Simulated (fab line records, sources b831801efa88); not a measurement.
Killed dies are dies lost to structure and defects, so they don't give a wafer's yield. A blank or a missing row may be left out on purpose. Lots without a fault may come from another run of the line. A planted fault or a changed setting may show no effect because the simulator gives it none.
Tool commonality check | flow gf180mcu | 14 lots, 42 wafers sampled

WHY IT WAS OPENED
At GF_HV_LDD_TW_MEAS_23 the reading HV_LDD_2_TW is flagged on 2 of 14 lots. Wafers without a fault read 1065, standard deviation 4.9.
Rule: a lot is flagged when every wafer of it that has a number lies more than 4 standard deviations from that mean, or none has a number. The other lots count as sound.

lot  | measured     | on            | HV_LDD_2_TW, wafer by wafer | flag
L245 | day 10 18:44 | film_metro-03 | 1059 1066 1064              |
L247 | day 11 07:20 | film_metro-04 | 30 30 31                    | FLAGGED
L248 | day 11 14:50 | film_metro-03 | 30 30 30                    | FLAGGED
L257 | day 14 19:21 | film_metro-04 | 1065 1074 1062              |
L258 | day 15 01:15 | film_metro-03 | 1072 1072 1071              |
L259 | day 15 05:32 | film_metro-04 | 1068 1071 1067              |
L261 | day 15 20:28 | film_metro-03 | 1068 1074 1069              |
L260 | day 16 02:17 | film_metro-04 | 1063 1059 1059              |
L262 | day 16 06:40 | film_metro-03 | 1070 1070 1073              |
L263 | day 16 09:02 | film_metro-03 | 1062 1063 1067              |
L264 | day 16 19:15 | film_metro-04 | 1065 1061 1059              |
L265 | day 17 01:01 | film_metro-04 | 1065 1064 1066              |
L266 | day 17 19:51 | film_metro-03 | 1069 1059 1059              |
L268 | day 18 07:22 | film_metro-04 | 1069 1077 1075              |
The numbers of the flagged lots are 30 on average: -1035 against the usual, or -99 or more standard deviations.

WHICH TOOL RAN EACH LOT
The record holds 4 process steps before the reading, out of a route of 602 steps. In each cell: the tool, then ch and the chambers that the sampled wafers went through, then the start.
lot  | flag    | GF_VT_IMPLANT_STRIP_20               | GF_HV_LDD_STRIP_10                   | GF_HV_LDD_IMPLANT_21            | GF_HV_LDD_STRIP_22
L245 |         | plasma_asher-01 ch 0,1, day 6 04:50  | plasma_asher-04 ch 0, day 10 00:52   | implanter-03 ch 0, day 10 18:29 | plasma_asher-03 ch 0,1, day 10 18:38
L247 | FLAGGED | plasma_asher-03 ch 0,1, day 6 16:44  | plasma_asher-02 ch 0,1, day 10 12:56 | implanter-02, day 11 07:05      | plasma_asher-02 ch 0,1, day 11 07:14
L248 | FLAGGED | plasma_asher-01 ch 0,1, day 6 22:26  | plasma_asher-02 ch 0,1, day 10 19:53 | implanter-03, day 11 14:35      | plasma_asher-03 ch 0,1, day 11 14:44
L257 |         | plasma_asher-03 ch 0,1, day 9 14:38  | plasma_asher-04 ch 0,1, day 13 22:01 | implanter-02 ch 0, day 14 19:07 | plasma_asher-04 ch 0,1, day 14 19:14
L258 |         | plasma_asher-03 ch 0,1, day 9 19:05  | plasma_asher-02 ch 1, day 14 03:43   | implanter-02 ch 0, day 15 01:01 | plasma_asher-03 ch 0,1, day 15 01:08
L259 |         | plasma_asher-01 ch 0,1, day 10 01:37 | plasma_asher-03 ch 0,1, day 14 08:02 | implanter-03 ch 0, day 15 05:17 | plasma_asher-04 ch 0,1, day 15 05:26
L261 |         | plasma_asher-03 ch 0,1, day 10 12:13 | plasma_asher-04 ch 0,1, day 14 23:08 | implanter-02 ch 0, day 15 20:14 | plasma_asher-04 ch 0,1, day 15 20:23
L260 |         | plasma_asher-02 ch 0,1, day 10 12:28 | plasma_asher-03 ch 0,1, day 15 03:34 | implanter-02 ch 0, day 16 02:02 | plasma_asher-04 ch 0,1, day 16 02:11
L262 |         | plasma_asher-01 ch 0,1, day 10 19:07 | plasma_asher-02 ch 0,1, day 15 06:59 | implanter-03 ch 0, day 16 06:25 | plasma_asher-04 ch 0,1, day 16 06:34
L263 |         | plasma_asher-01 ch 0,1, day 10 22:41 | plasma_asher-04 ch 0,1, day 15 10:38 | implanter-04 ch 0, day 16 08:49 | plasma_asher-04 ch 0,1, day 16 08:56
L264 |         | plasma_asher-03 ch 0,1, day 11 05:55 | plasma_asher-02 ch 0,1, day 15 20:41 | implanter-04 ch 0, day 16 19:02 | plasma_asher-04 ch 0,1, day 16 19:10
L265 |         | plasma_asher-02 ch 0,1, day 11 11:41 | plasma_asher-03 ch 0,1, day 16 02:23 | implanter-03 ch 0, day 17 00:47 | plasma_asher-02 ch 0,1, day 17 00:55
L266 |         | plasma_asher-01 ch 1, day 12 03:43   | plasma_asher-03 ch 1, day 16 21:40   | implanter-03 ch 0, day 17 19:37 | plasma_asher-02 ch 0, day 17 19:44
L268 |         | plasma_asher-02 ch 0,1, day 12 15:37 | plasma_asher-03 ch 0,1, day 17 08:34 | implanter-04 ch 0, day 18 07:08 | plasma_asher-02 ch 0,1, day 18 07:17
What these steps do:
- GF_VT_IMPLANT_STRIP_20: strips in O2/N2.
- GF_HV_LDD_STRIP_10: strips in O2/N2.
- GF_HV_LDD_IMPLANT_21
- GF_HV_LDD_STRIP_22: strips in O2/N2.
- GF_HV_LDD_TW_MEAS_23

FLAGGED OVER TOTAL, TOOL BY TOOL (the gauges that took the reading come last)
step                   | tool            | lots run | flagged | share of the flagged lots | sound lots run after its first flagged lot
GF_VT_IMPLANT_STRIP_20 | plasma_asher-01 | 6        | 1       | some                      | 4 (L259,L262,L263,L266)
GF_VT_IMPLANT_STRIP_20 | plasma_asher-02 | 3        | 0       | none                      | -
GF_VT_IMPLANT_STRIP_20 | plasma_asher-03 | 5        | 1       | some                      | 4 (L257,L258,L261,L264)
GF_HV_LDD_STRIP_10     | plasma_asher-02 | 5        | 2       | all                       | 3 (L258,L262,L264)
GF_HV_LDD_STRIP_10     | plasma_asher-03 | 5        | 0       | none                      | -
GF_HV_LDD_STRIP_10     | plasma_asher-04 | 4        | 0       | none                      | -
GF_HV_LDD_IMPLANT_21   | implanter-02    | 5        | 1       | some                      | 4 (L257,L258,L261,L260)
GF_HV_LDD_IMPLANT_21   | implanter-03    | 6        | 1       | some                      | 4 (L259,L262,L265,L266)
GF_HV_LDD_IMPLANT_21   | implanter-04    | 3        | 0       | none                      | -
GF_HV_LDD_STRIP_22     | plasma_asher-02 | 4        | 1       | some                      | 3 (L265,L266,L268)
GF_HV_LDD_STRIP_22     | plasma_asher-03 | 3        | 1       | some                      | 1 (L258)
GF_HV_LDD_STRIP_22     | plasma_asher-04 | 7        | 0       | none                      | -
GF_HV_LDD_TW_MEAS_23   | film_metro-03   | 7        | 1       | some                      | 5 (L258,L261,L262,L263,L266)
GF_HV_LDD_TW_MEAS_23   | film_metro-04   | 7        | 1       | some                      | 6 (L257,L259,L260,L264,L265,L268)

WHAT THE TABLE ALLOWS
1 row of the table ran every flagged lot: plasma_asher-02 at GF_HV_LDD_STRIP_10.
- plasma_asher-02 at GF_HV_LDD_STRIP_10: 2 of its 5 lots flagged. Sound lots ran on it after the first flagged one (L258, L262, L264), which a lasting fault on the whole tool wouldn't allow.
No row of the table ran every flagged lot and no sound lot after the first.

WHAT THE SIMULATOR HAD PUT IN
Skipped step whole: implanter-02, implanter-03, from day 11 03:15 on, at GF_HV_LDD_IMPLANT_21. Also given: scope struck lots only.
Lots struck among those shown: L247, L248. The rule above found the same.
